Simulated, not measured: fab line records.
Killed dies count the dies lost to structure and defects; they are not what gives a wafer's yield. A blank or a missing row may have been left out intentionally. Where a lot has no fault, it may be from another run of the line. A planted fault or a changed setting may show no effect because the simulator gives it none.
fab line records    flow gf180mcu
record lots=13  wafers=39  last_day=34
route steps=602 shown HV_LDD@211 CONTACT@288
lots that met no fault: from a run of the same line without faults
start_h: start of the lot's first displayed wafer, in hours after the record's first day    wait_h: hours elapsed since this lot's preceding step    " unchanged from the row above    L1.1+2: one row covering several wafers at once    - value missing, or start not given    * or withheld: withheld    < > ~ a bound
route shown NAME@n: names a module that has steps shown in the file, with the first one's number in the route    usual: the fault-free wafers' mean and standard deviation    same: alike in all rows    chamber/n: place in a boat    sites: readings site by site    _std_site: their standard deviation    _edge_site: outer sites' mean less inner sites'    radius_mm: for every site, how far away it sits from the centre of the wafer    mask NAME#n: copy n    behind: tool/chamber where the wafer was last shaped    hold: cause of the lot's hold/its duration in hours/its outcome    device: whichever transistor did not switch (one of n, p or np)    end of line: tests run on the same wafers once the route is complete    a step given without rows: its recipe and nothing more    killed: dies that structure and defects cost at the first sort, which is not the same as the wafer's yield    map: shows each die of a wafer: x if killed, . if not, _ if none is there
set.NAME: the run value of the setting; set.NAME@STEP: its run value at that earlier step    model.NAME: the simulator's own value behind a step, which no gauge read
a sample of lots followed through the steps of the route, with each step as a table and each wafer as a row
services: from which hour (start_h, from the record's first day; less than 0 if before it) a tool's chamber was out of use, for how many hours, and why
## steps
# step GF_HV_LDD_IMPLANT_35
# recipe species=P  energy_kev=60  dose_cm2=7.5e+12  tilt_deg=30  rotation_deg=180
# usual dose_ions_cm2=7.502e+12/9.4e+09  faraday_current_uA=42.3/0.89
lot.wafer  tool          chamber  start_h  wait_h  dose_ions_cm2  faraday_current_uA
L356.2     implanter-02  0        252.00   0.1     7.498e+12      41.1
L356.3     "             0        "        "       7.494e+12      41.6
L356.4     "             0        "        "       7.499e+12      42.6
L360.2     implanter-04  0        282.55   0.1     7.521e+12      43.4
L360.3     "             0        "        "       7.506e+12      42.0
L360.6     "             0        "        "       7.497e+12      43.7
L361.1     implanter-04  0        285.36   0.1     7.51e+12       41.3
L361.3     "             0        "        "       7.506e+12      41.9
L361.4     "             0        "        "       7.502e+12      40.9
L368.1     implanter-01  0        349.61   0.1     6.496e+12      35.6
L368.2     "             0        "        "       6.487e+12      36.0
L368.5     "             0        "        "       6.497e+12      37.2
L369.3     implanter-01  0        354.62   0.1     6.499e+12      35.8
L369.4     "             0        "        "       6.483e+12      38.1
L369.5     "             0        "        "       6.502e+12      37.7
L372.1     implanter-02  0        379.96   0.1     7.519e+12      41.2
L372.4     "             0        "        "       7.519e+12      42.1
L372.5     "             0        "        "       7.52e+12       41.5
L373.1     implanter-04  0        383.72   0.1     7.491e+12      42.9
L373.2     "             0        "        "       7.483e+12      42.9
L373.3     "             0        "        "       7.497e+12      42.2
L374.1     implanter-02  0        391.02   0.1     7.501e+12      41.0
L374.3     "             0        "        "       7.502e+12      41.5
L374.4     "             0        "        "       7.506e+12      41.6
L375.1     implanter-02  0        400.11   0.1     7.514e+12      43.8
L375.2     "             0        "        "       7.51e+12       43.8
L375.6     "             0        "        "       7.506e+12      42.4
L376.1     implanter-01  0        413.07   0.1     7.493e+12      41.8
L376.2     "             0        "        "       7.506e+12      42.4
L376.6     "             0        "        "       7.501e+12      41.6
L377.1     implanter-04  0        434.77   0.1     7.507e+12      42.3
L377.2     "             0        "        "       7.507e+12      41.7
L377.3     "             0        "        "       7.503e+12      41.1
L378.1     implanter-01  0        438.87   0.1     7.507e+12      42.9
L378.2     "             0        "        "       7.498e+12      42.4
L378.4     "             0        "        "       7.496e+12      43.2
L379.1     implanter-02  0        450.91   0.1     7.497e+12      43.5
L379.3     "             0        "        "       7.51e+12       42.8
L379.4     "             0        "        "       7.505e+12      43.5
# step GF_HV_LDD_RTA_52
# recipe temp_c=1000  time_s=10  ambient=N2
# usual lamp_power_pct=33/3.9  wafer_temp_C_max=1006.7/1.5
lot.wafer  tool           chamber  start_h  wait_h  lamp_power_pct  wafer_temp_C_max
L356.2     rtp_anneal-01  0        272.13   0.0     36              1007.2
L356.3     "              0        "        "       36              1006.0
L356.4     "              0        "        "       36              1006.0
L360.2     rtp_anneal-02  0        303.80   0.0     28              1008.0
L360.3     "              0        "        "       28              1010.3
L360.6     "              0        "        "       29              1007.6
L361.1     rtp_anneal-01  0        306.66   0.0     36              1007.0
L361.3     "              0        "        "       36              1007.1
L361.4     "              0        "        "       36              1005.4
L368.1     rtp_anneal-02  0        372.13   0.0     28              1009.8
L368.2     "              0        "        "       28              1007.0
L368.5     "              0        "        "       29              1005.5
L369.3     rtp_anneal-01  0        377.66   0.0     36              1007.6
L369.4     "              0        "        "       36              1006.0
L369.5     "              0        "        "       36              1006.4
L372.1     rtp_anneal-01  0        403.62   0.0     36              1008.8
L372.4     "              0        "        "       36              1006.0
L372.5     "              0        "        "       36              1008.1
L373.1     rtp_anneal-01  0        407.08   0.0     36              1006.0
L373.2     "              0        "        "       36              1005.3
L373.3     "              0        "        "       36              1006.2
L374.1     rtp_anneal-01  0        415.02   0.0     36              1005.4
L374.3     "              0        "        "       36              1006.6
L374.4     "              0        "        "       36              1005.4
L375.1     rtp_anneal-01  0        424.47   0.0     36              1007.3
L375.2     "              0        "        "       36              1004.7
L375.6     "              0        "        "       36              1006.4
L376.1     rtp_anneal-01  0        438.03   0.0     36              1008.2
L376.2     "              0        "        "       36              1007.8
L376.6     "              0        "        "       36              1006.8
L377.1     rtp_anneal-01  0        460.19   0.0     36              1006.2
L377.2     "              0        "        "       36              1007.2
L377.3     "              0        "        "       36              1006.4
L378.1     rtp_anneal-02  0        463.67   0.0     29              1008.2
L378.2     "              0        "        "       28              1010.4
L378.4     "              0        "        "       28              1006.8
L379.1     rtp_anneal-02  0        475.87   0.0     29              1007.5
L379.3     "              0        "        "       28              1006.5
L379.4     "              0        "        "       28              1008.1
# step GF_HV_LDD_RS_MEAS_53
# recipe thk_meas_gauge=four-point-probe
# usual HV_LDD_RS=417.6/1
lot.wafer  tool           chamber  start_h  wait_h  HV_LDD_RS[ohm/sq]
L356.2     film_metro-02  -        272.20   0.1     418.0
L356.3     "              -        "        "       418.3
L356.4     "              -        "        "       418.5
L360.2     film_metro-03  -        303.88   0.1     417.5
L360.3     "              -        "        "       416.5
L360.6     "              -        "        "       416.5
L361.1     film_metro-03  -        306.73   0.1     417.9
L361.3     "              -        "        "       417.6
L361.4     "              -        "        "       416.6
L368.1     film_metro-04  -        372.20   0.1     419.2
L368.2     "              -        "        "       419.3
L368.5     "              -        "        "       420.2
L369.3     film_metro-03  -        377.74   0.1     421.4
L369.4     "              -        "        "       422.5
L369.5     "              -        "        "       422.3
L372.1     film_metro-04  -        403.69   0.1     417.2
L372.4     "              -        "        "       417.2
L372.5     "              -        "        "       416.9
L373.1     film_metro-02  -        407.15   0.1     417.7
L373.2     "              -        "        "       418.5
L373.3     "              -        "        "       418.0
L374.1     film_metro-02  -        415.09   0.1     419.2
L374.3     "              -        "        "       419.1
L374.4     "              -        "        "       419.1
L375.1     film_metro-02  -        424.54   0.1     416.4
L375.2     "              -        "        "       416.9
L375.6     "              -        "        "       417.8
L376.1     film_metro-03  -        438.10   0.1     416.5
L376.2     "              -        "        "       416.4
L376.6     "              -        "        "       417.5
L377.1     film_metro-03  -        460.25   0.1     418.0
L377.2     "              -        "        "       417.9
L377.3     "              -        "        "       417.5
L378.1     film_metro-02  -        463.74   0.1     418.8
L378.2     "              -        "        "       418.2
L378.4     "              -        "        "       418.1
L379.1     film_metro-02  -        475.94   0.1     417.7
L379.3     "              -        "        "       417.8
L379.4     "              -        "        "       418.3
# step GF_CONTACT_THK_MEAS_01
# recipe reads=SiO2_of_CONTACT_CVD_00
# usual CONTACT_CVD_00_THK=302/3.1
lot.wafer  tool           chamber  start_h  wait_h  CONTACT_CVD_00_THK[nm]
L356.2     film_metro-02  -        338.80   0.0     300
L356.3     "              -        "        "       297
L356.4     "              -        "        "       303
L360.2     film_metro-03  -        371.31   0.0     301
L360.3     "              -        "        "       299
L360.6     "              -        "        "       302
L361.1     film_metro-02  -        374.26   0.0     307
L361.3     "              -        "        "       305
L361.4     "              -        "        "       304
L368.1     film_metro-02  -        446.87   0.0     302
L368.2     "              -        "        "       299
L368.5     "              -        "        "       298
L369.3     film_metro-02  -        453.40   0.0     302
L369.4     "              -        "        "       300
L369.5     "              -        "        "       299
L372.1     film_metro-02  -        481.06   0.0     298
L372.4     "              -        "        "       302
L372.5     "              -        "        "       300
L373.1     film_metro-04  -        483.48   0.0     303
L373.2     "              -        "        "       299
L373.3     "              -        "        "       298
L374.1     film_metro-03  -        492.72   0.0     307
L374.3     "              -        "        "       306
L374.4     "              -        "        "       303
L375.1     film_metro-02  -        501.68   0.0     297
L375.2     "              -        "        "       298
L375.6     "              -        "        "       298
L376.1     film_metro-03  -        514.02   0.0     305
L376.2     "              -        "        "       304
L376.6     "              -        "        "       298
L377.1     film_metro-02  -        535.79   0.0     308
L377.2     "              -        "        "       302
L377.3     "              -        "        "       307
L378.1     film_metro-03  -        538.07   0.0     300
L378.2     "              -        "        "       300
L378.4     "              -        "        "       301
L379.1     film_metro-02  -        551.17   0.0     296
L379.3     "              -        "        "       299
L379.4     "              -        "        "       295
# step GF_CONTACT_SPUTTER_23
# recipe material=TiN  target_thk_nm=10  chamber_pressure_pa=5  power_w=4000  time_s=40
# usual throttle_valve_pct=29.8/1.1
lot.wafer  tool            chamber  start_h  wait_h  throttle_valve_pct
L356.2     pvd_sputter-01  -        362.17   0.0     30.9
L356.3     "               -        "        "       29.1
L356.4     "               -        "        "       29.4
L360.2     pvd_sputter-04  -        395.34   0.0     28.7
L360.3     "               -        "        "       29.8
L360.6     "               -        "        "       29.8
L361.1     pvd_sputter-03  -        398.28   0.0     28.4
L361.3     "               -        "        "       29.4
L361.4     "               -        "        "       31.6
L368.1     pvd_sputter-03  -        472.32   0.0     31.5
L368.2     "               -        "        "       29.4
L368.5     "               -        "        "       31.4
L369.3     pvd_sputter-03  -        478.73   0.0     31.2
L369.4     "               -        "        "       31.8
L369.5     "               -        "        "       31.8
L372.1     pvd_sputter-04  -        505.69   0.0     29.7
L372.4     "               -        "        "       29.8
L372.5     "               -        "        "       29.0
L373.1     pvd_sputter-03  -        507.84   0.0     29.4
L373.2     "               -        "        "       31.7
L373.3     "               -        "        "       31.1
L374.1     pvd_sputter-04  -        517.24   0.0     28.8
L374.3     "               -        "        "       29.6
L374.4     "               -        "        "       28.9
L375.1     pvd_sputter-01  -        525.83   0.0     29.2
L375.2     "               -        "        "       29.5
L375.6     "               -        "        "       30.8
L376.1     pvd_sputter-03  -        538.02   0.0     28.4
L376.2     "               -        "        "       31.2
L376.6     "               -        "        "       28.4
L377.1     pvd_sputter-03  -        559.55   0.0     29.5
L377.2     "               -        "        "       28.4
L377.3     "               -        "        "       31.5
L378.1     pvd_sputter-01  -        561.17   0.0     29.4
L378.2     "               -        "        "       29.1
L378.4     "               -        "        "       30.7
L379.1     pvd_sputter-04  -        574.44   0.0     29.8
L379.3     "               -        "        "       29.0
L379.4     "               -        "        "       28.5
## services
tool            chamber  start_h  hours  kind
implanter-01    -        229.69   2.5    repair
implanter-04    -        229.95   1.3    repair
pvd_sputter-03  -        233.07   9.8    repair
implanter-01    -        236.47   1.2    repair
implanter-04    -        237.96   2.8    pm
implanter-02    -        243.88   1.2    repair
implanter-01    -        270.02   5.9    repair
implanter-01    -        281.08   2.5    pm
implanter-02    -        304.23   4.0    repair
pvd_sputter-03  -        320.39   3.4    repair
pvd_sputter-03  0        330.45   -      consumable_replace:kit
pvd_sputter-04  -        359.09   1.0    repair
implanter-02    -        370.71   7.2    pm
rtp_anneal-01   -        371.42   3.4    pm
pvd_sputter-03  -        378.91   4.7    repair
implanter-04    -        394.60   2.1    repair
pvd_sputter-04  -        413.29   8.1    repair
implanter-04    -        436.74   3.5    pm
implanter-04    -        461.10   5.4    repair
implanter-02    -        479.24   0.6    repair
implanter-01    -        500.27   4.1    repair
pvd_sputter-01  -        534.14   18.9   repair
pvd_sputter-04  -        535.79   6.6    repair
implanter-01    -        540.34   7.4    repair
## key
first_sign step=GF_HV_LDD_IMPLANT_35  reading=dose_ions_cm2  direction=down  sigmas=99+  usual=7.502e+12  struck=6.494e+12
effect step=GF_HV_LDD_IMPLANT_35  reading=faraday_current_uA  direction=down  sigmas=6.2  usual=42.3  struck=36.7
effect step=GF_HV_LDD_RS_MEAS_53  reading=HV_LDD_RS  direction=up  sigmas=3.2  usual=417.6  struck=420.8
met_at GF_HV_LDD_IMPLANT_35
struck_lots L368,L369
tester_left_out L368,L369
not_acting_at GF_HV_LDD_RTA_52,GF_CONTACT_THK_MEAS_01,GF_CONTACT_SPUTTER_23
fault kind=process_parameter_drift  tool=implanter-01  chamber=-  onset_h=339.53  steps=GF_HV_LDD_IMPLANT_35  channel=dose_cm2  offset=-1.0023e+12  shape=step  end_h=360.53  acts_in=these_recipes_only  stated=7.5e+12
# tester_left_out: of these lots the tester's yield and bins aren't shown, on N5 and GAA mostly nor the transistor test; their killed dies are dies lost to structure and defects alone, not to doping, threshold or leakage, so they don't give the yield
